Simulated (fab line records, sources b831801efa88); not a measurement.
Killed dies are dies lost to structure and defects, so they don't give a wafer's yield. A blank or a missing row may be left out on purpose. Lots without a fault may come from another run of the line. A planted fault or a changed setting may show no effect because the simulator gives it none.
A struck lot beside a sound one | flow sky130 | 36 steps out of a route of 708
Sound: wafers L677.2, L677.4, L677.5. Struck: wafer L685.3. (L685.1, L685.5 of the same lot were not struck and are left out.) The cause comes at the end.
At each step with rows: each side's tool, then ch and its chambers, then its first start. Under that, the readings that differ: sound wafers | struck wafers | difference of the means | sigmas: that difference in standard deviations of wafers without a fault.
alike: readings whose means differ by less than 2 such deviations, and words and numbers that are the same on both sides. not compared: withheld readings, readings that some wafer has no value for, bounds like >300 that may hide the same value, and numbers for which the record gives no deviation and whose values overlap.
The two part at a step that has a row with sigmas, a row that says differs or no value, or rows on one side only. Numbers that don't overlap but have no deviation are shown without sigmas and don't part them. A reading that every wafer of one side lacks parts them only if that side has two wafers or more.

first, 10 steps without rows for these wafers: SKY_CAPM_CLEAN_17 (cleans in O3/DIW); SKY_METAL3_DEHYDRATE_05 (time 60 s); SKY_METAL3_HMDS_06 (prime time 60 s); SKY_METAL3_COAT_07 (resist thk 60 nm); SKY_METAL3_COAT_08 (resist thk 1140 nm); SKY_METAL3_SOFTBAKE_09 (time 90 s); SKY_METAL3_EXPOSE_10 (exposes mask MM3, target cd 300 nm); SKY_METAL3_PEB_11; SKY_METAL3_DEVELOP_12 (develop time 60 s); SKY_METAL3_DESCUM_15 (chemistry O2, time 8 s).
SKY_METAL3_ETCH_16: etches BARC in N2/H2, stops on SiO2, time 88.2 s, target depth 60 nm.
  sound on rie_metal-02 ch 1, day 41 15:25; struck on rie_metal-02 ch 0, day 43 15:26
  alike: drypump_motor_current_A, oes_product_au, throttle_valve_pct
  not compared: rf_hours_counter_h
then, 24 steps without rows for these wafers: SKY_METAL3_ETCH_17 (etches SiO2 in C4F8/O2/Ar, stops on TiN, time 3.9 s, target depth 15 nm); SKY_METAL3_METAL_ETCH_18 (etches the open film in Cl2/BCl3, stops on SiO2, target depth 845 nm, time 183.1 s); SKY_METAL3_STRIP_19 (strips in O2/N2); SKY_METAL3_STRIP_20 (strips in post etch residue remover, time 1200 s); SKY_METAL3_CLEAN_21 (cleans in IPA, time 180 s); SKY_METAL3_CLEAN_22 (cleans in O3/DIW); SKY_VIA3_HDPCVD_00 (deposits SiO2, target thk 1635 nm, time 272.5 s); SKY_VIA3_CMP_02 (polishes SiO2); SKY_VIA3_DEHYDRATE_04 (time 60 s); SKY_VIA3_HMDS_05 (prime time 60 s); SKY_VIA3_COAT_06 (resist thk 60 nm); SKY_VIA3_COAT_07 (resist thk 450 nm); SKY_VIA3_SOFTBAKE_08 (time 90 s); SKY_VIA3_EXPOSE_09 (exposes mask VIM3, target cd 200 nm); SKY_VIA3_PEB_10; SKY_VIA3_DEVELOP_11 (develop time 60 s); SKY_VIA3_ETCH_14 (etches BARC in N2/H2, stops on SiO2, time 45.9 s, target depth 60 nm); SKY_VIA3_ETCH_15 (etches SiO2 in C4F8/O2/Ar, stops on TiN, target depth 507 nm, time 78 s); SKY_VIA3_STRIP_16 (strips in O2/N2); SKY_VIA3_STRIP_17 (strips in post etch residue remover, time 1200 s); SKY_VIA3_CLEAN_18 (cleans in IPA, time 180 s); SKY_VIA3_CLEAN_19 (cleans in O3/DIW); SKY_VIA3_SPUTTER_20 (material TiN, target thk 20 nm, time 80 s); SKY_VIA3_CVD_21 (deposits W, target thk 390 nm, time 117.31 s).
-- the record jumps here: 6 days lie between the struck wafers' starts before and after (it left off in module VIA3 and takes up again in module PAD_OPEN, whose first step shown is number 708 of the route) --
SKY_PAD_OPEN_PROBE_99:
  sound on prober-02, day 48 07:16; struck on prober-02, day 49 19:34
  reading                               | sound               | struck                   | difference                   | sigmas
  hold                                  | - - -               | await_dispo/2.7h/release | no value on the sound wafers |
  defect_limited_yield (%)              | 83.5 80.5 82.5      | 75.2                     | -7.0                         | -4
  killed_at_M0_to_M3                    | 46 48 47            | 81                       | +34                          | +5
  killed_dies                           | 81 96 86            | 122                      | +34                          | +4
  sort_bin_3_pad_short (%)              | 0.6 1.0 0.2         | 3.0                      | +2.4                         | +6
  sort_bin_5_function (%)               | 10.0 10.4 9.1       | 17.1                     | +7.3                         | +5
  sort_bin_6_memory (%)                 | 5.9 8.1 8.1         | 4.7                      | -2.7                         | -2
  sort_n_pass                           | 411 396 406         | 370                      | -34                          | -4
  sort_yield_pct (%)                    | 83.5 80.5 82.5      | 75.2                     | -7.0                         | -4
  model.etest.tester.sort_n_pass        | 411 396 406         | 370                      | -34                          |
  model.etest.tester.sort_yield_pct (%) | 83.54 80.49 82.52   | 75.2                     | -7.0                         |
  model.etest.tester.sort_bin_5_pct (%) | 9.959 10.37 9.146   | 17.07                    | +7.25                        |
  model.etest.tester.sort_bin_3_pct (%) | 0.6098 1.016 0.2033 | 3.049                    | +2.439                       |
  alike: killed_at_M4_up, killed_at_contacts, killed_at_front_end, killed_at_other, killed_open, killed_short

WHERE THEY PART
Only at SKY_PAD_OPEN_PROBE_99, within this record.

WHY: what the simulator had put in
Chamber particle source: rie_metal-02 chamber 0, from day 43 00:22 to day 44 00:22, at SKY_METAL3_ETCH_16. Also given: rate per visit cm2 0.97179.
